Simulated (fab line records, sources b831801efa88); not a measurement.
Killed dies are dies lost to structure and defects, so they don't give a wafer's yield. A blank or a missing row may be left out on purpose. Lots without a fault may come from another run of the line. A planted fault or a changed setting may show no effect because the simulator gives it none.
Which tool did it? | flow sky130 | 12 lots, 36 wafers sampled, at 3 steps of a route of 708

WHAT THE GAUGES READ, wafer by wafer
SKY_FIELD_ISO_THK_MEAS_02. Usual: FIELD_ISO_OXIDATION_00_THK 12.00 nm, standard deviation 0.22.
lot  | measured    | on            | FIELD_ISO_OXIDATION_00_THK (nm)     | flag
L826 | day 1 12:26 | film_metro-01 | 12.12 11.93 12.06                   |
L827 | day 1 19:15 | film_metro-04 | 12.09 12.07 11.96                   |
L829 | day 2 04:01 | film_metro-04 | 11.96 11.90 11.92                   |
L830 | day 2 09:41 | film_metro-01 | 11.85 11.97 11.74                   |
L831 | day 2 15:26 | film_metro-01 | 19.10 18.75 18.37 19.11 18.79 18.44 | OFF
L832 | day 2 20:09 | film_metro-04 | 19.11 19.10 19.21 19.19 19.09 19.28 | OFF
L843 | day 5 01:30 | film_metro-03 | 12.34 12.39 12.37                   |
L844 | day 5 05:38 | film_metro-04 | 11.55 11.64 11.67                   |
L845 | day 5 11:31 | film_metro-03 | 12.03 11.91 11.71                   |
L846 | day 5 15:55 | film_metro-03 | 12.29 12.12 12.07                   |
L848 | day 6 03:45 | film_metro-01 | 12.37 12.19 12.31                   |
L849 | day 6 07:42 | film_metro-01 | 11.71 11.77 11.94                   |

SKY_NWELL_OVL_MEAS_23. Usual: NWELL_01_OVL -0.2 nm, standard deviation 1.5.
lot  | measured     | on         | NWELL_01_OVL (nm) | flag
L826 | day 5 09:43  | overlay-02 | -2.1 -0.7 0.2     |
L827 | day 5 14:01  | overlay-01 | 3.1 1.9 1.6       |
L829 | day 6 02:46  | overlay-01 | -2.2 -1.2 -1.6    |
L830 | day 6 09:28  | overlay-01 | -1.0 -1.0 -1.4    |
L831 | day 6 15:37  | overlay-02 | -1.4 -1.7 0.4     |
L832 | day 6 20:33  | overlay-01 | -1.8 -2.3 -2.6    |
L843 | day 9 20:16  | overlay-01 | 0.3 0.4 -0.3      |
L844 | day 9 23:33  | overlay-02 | 1.4 -0.1 0.6      |
L845 | day 10 09:09 | overlay-01 | -1.3 -1.0 -1.1    |
L846 | day 10 10:57 | overlay-01 | 2.9 1.9 2.2       |
L848 | day 11 00:42 | overlay-02 | 1.7 1.1 -0.1      |
L849 | day 11 04:54 | overlay-01 | 1.0 -0.2 0.4      |

WHICH TOOL RAN EACH LOT (tool, then ch and the chambers of the sampled wafers, then the start)
lot  | SKY_FIELD_ISO_OXIDATION_01
L826 | furnace-01 ch 0, day 1 10:56
L827 | furnace-02 ch 0, day 1 17:43
L829 | furnace-01 ch 0, day 2 02:30
L830 | furnace-01 ch 0, day 2 08:10
L831 | furnace-02 ch 0, day 2 12:02 and furnace-01 ch 0, day 2 13:53
L832 | furnace-02 ch 0, day 2 16:11 and furnace-01 ch 0, day 2 18:38
L843 | furnace-01 ch 0, day 4 23:59
L844 | furnace-02 ch 0, day 5 04:07
L845 | furnace-02 ch 0, day 5 10:01
L846 | furnace-02 ch 0, day 5 14:24
L848 | furnace-01 ch 0, day 6 02:14
L849 | furnace-01 ch 0, day 6 06:10
- SKY_FIELD_ISO_OXIDATION_01: stabilise 600 s, purge 300 s, target thk 12 nm.

WHAT THE TOOLS THEMSELVES READ (means of the sampled wafers that have a number; where no wafer has one, the mark that the record gives instead)
SKY_FIELD_ISO_OXIDATION_01. Usual: spike_tc_lower_C 900.1 C, standard deviation 1; zone_power_upper_pct 16.64 %, standard deviation 0.29.
lot  | tool                  | spike_tc_lower_C (C) | zone_power_upper_pct (%) | flag
L826 | furnace-01            | 900.7                | 16.90                    |
L827 | furnace-02            | 900.6                | 16.38                    |
L829 | furnace-01            | 900.1                | 16.90                    |
L830 | furnace-01            | 900.4                | 16.89                    |
L831 | furnace-02/furnace-01 | 900.4                | 16.62                    |
L832 | furnace-02/furnace-01 | 899.4                | 16.65                    |
L843 | furnace-01            | 899.3                | 16.95                    |
L844 | furnace-02            | 900.3                | 16.31                    |
L845 | furnace-02            | 898.2                | 16.53                    |
L846 | furnace-02            | 900.5                | 16.43                    |
L848 | furnace-01            | 900.6                | 16.88                    |
L849 | furnace-01            | 901.1                | 16.90                    |

THE ANSWER, worked out from the rows above alone
Rule: a lot is off if the mean of its wafers that have a number lies more than 3 standard deviations from the usual mean. A lot without any number at a reading at which 4 lots or more have one is off too. The other lots that the step has rows for count as sound. The gauges are gone through in route order, then the tools' own readings, and for those a lot's mean is taken as printed above. The first step at which some lot is off is used, and at that step the reading that is off furthest; a lot without a number counts as furthest.
Off: L831, L832, at SKY_FIELD_ISO_THK_MEAS_02 (FIELD_ISO_OXIDATION_00_THK).
A tool fits if, at a process step before that reading, it ran every lot that is off, and no sound lot after the first of them. The gauges at SKY_FIELD_ISO_THK_MEAS_02 are tried like those tools. None of those tried fits.

WHAT THE SIMULATOR HAD PUT IN
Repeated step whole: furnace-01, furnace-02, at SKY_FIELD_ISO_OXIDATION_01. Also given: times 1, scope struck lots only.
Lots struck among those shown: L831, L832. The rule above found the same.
